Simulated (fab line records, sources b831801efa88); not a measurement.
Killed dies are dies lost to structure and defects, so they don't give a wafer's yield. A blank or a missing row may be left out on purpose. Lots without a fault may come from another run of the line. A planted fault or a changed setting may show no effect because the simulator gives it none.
A struck lot beside a sound one | flow sky130 | 15 steps out of a route of 708
Sound: wafers L984.2, L984.3, L984.4. Struck: wafers L974.1, L974.4. The cause comes at the end.
At each step with rows: each side's tool, then ch and its chambers, then its first start. Under that, the readings that differ: sound wafers | struck wafers | difference of the means | sigmas: that difference in standard deviations of wafers without a fault.
alike: readings whose means differ by less than 2 such deviations, and words and numbers that are the same on both sides. not compared: withheld readings, readings that some wafer has no value for, bounds like >300 that may hide the same value, and numbers for which the record gives no deviation and whose values overlap.
The two part at a step that has a row with sigmas, a row that says differs or no value, or rows on one side only. Numbers that don't overlap but have no deviation are shown without sigmas and don't part them. A reading that every wafer of one side lacks parts them only if that side has two wafers or more.

SKY_VIA1_ETCH_14: etches BARC in N2/H2, stops on SiO2, time 45.9 s, target depth 60 nm.
  sound on rie_diel-02 ch 0,1,3, day 38 14:35; struck on rie_diel-02 ch 0,3, day 35 17:13
  alike: bias_w, drypump_motor_current_A, h2_flow_sccm, oes_product_au, throttle_valve_pct
  not compared: rf_hours_counter_h
then, 5 steps without rows for these wafers: SKY_VIA1_ETCH_15 (etches SiO2 in C4F8/O2/Ar, stops on TiN, target depth 351 nm, time 54 s); SKY_VIA1_STRIP_16 (strips in O2/N2); SKY_VIA1_STRIP_17 (strips in post etch residue remover, time 1200 s); SKY_VIA1_CLEAN_18 (cleans in IPA, time 180 s); SKY_VIA1_CLEAN_19 (cleans in O3/DIW).
SKY_VIA1_SPUTTER_20: material TiN, target thk 20 nm, time 80 s.
  sound on pvd_sputter-03, day 38 15:16; struck on pvd_sputter-03, day 35 17:53
  alike: throttle_valve_pct
SKY_VIA1_CVD_21: deposits W, target thk 270 nm, time 80.902 s.
  sound on cvd_w-01 ch 0,1, day 38 15:20; struck on cvd_w-01 ch 0,1, day 35 17:57
  alike: heater_power_w
  not compared: since_wet_clean_h
SKY_VIA1_RS_MEAS_22: measures by four-point-probe.
  sound on film_metro-03, day 38 15:27; struck on film_metro-03, day 35 18:02
  alike: VIA1_W_RS
SKY_VIA1_THK_MEAS_23: measures by xrf.
  sound on film_metro-03, day 38 15:34; struck on film_metro-03, day 35 18:10
  alike: VIA1_W_THK
SKY_VIA1_CMP_24: polishes, stops on SiO2, t overpolish 15 s, target thk 0 nm.
  sound on cmp-02 ch 1,2,3, day 38 15:40; struck on cmp-02 ch 0,2, day 35 18:13
  alike: edge_zone_pressure_frac, motor_current_A, overpolish_run_s, platen_rpm, time_to_endpoint_s
then, 1 step without rows for these wafers: SKY_METAL2_SPUTTER_00 (material Ti, target thk 15 nm, time 10 s).
SKY_METAL2_SPUTTER_01: material TiN, target thk 20 nm, time 16.7 s.
  sound on pvd_sputter-02, day 38 15:56; struck on pvd_sputter-03, day 35 18:32
  reading                                    | sound             | struck      | difference | sigmas
  model.TiN_of_METAL2_SPUTTER_01.thk_nm (nm) | 19.93 20.06 19.73 | 33.62 33.59 | +13.70     |
  alike: throttle_valve_pct
SKY_METAL2_SPUTTER_02: material AlCu, target thk 250 nm, time 13.3 s.
  sound on pvd_sputter-02, day 38 15:58; struck on pvd_sputter-03, day 35 18:34
  alike: throttle_valve_pct
-- the record jumps here: 12 days lie between the struck wafers' starts before and after (it left off in module METAL2 and takes up again in module PAD_OPEN, whose first step shown is number 708 of the route) --
SKY_PAD_OPEN_PROBE_99:
  the record has rows for the struck wafers here (prober-01, day 47 08:07) and none for the sound ones

WHERE THEY PART
Only at SKY_PAD_OPEN_PROBE_99, within this record.

WHY: what the simulator had put in
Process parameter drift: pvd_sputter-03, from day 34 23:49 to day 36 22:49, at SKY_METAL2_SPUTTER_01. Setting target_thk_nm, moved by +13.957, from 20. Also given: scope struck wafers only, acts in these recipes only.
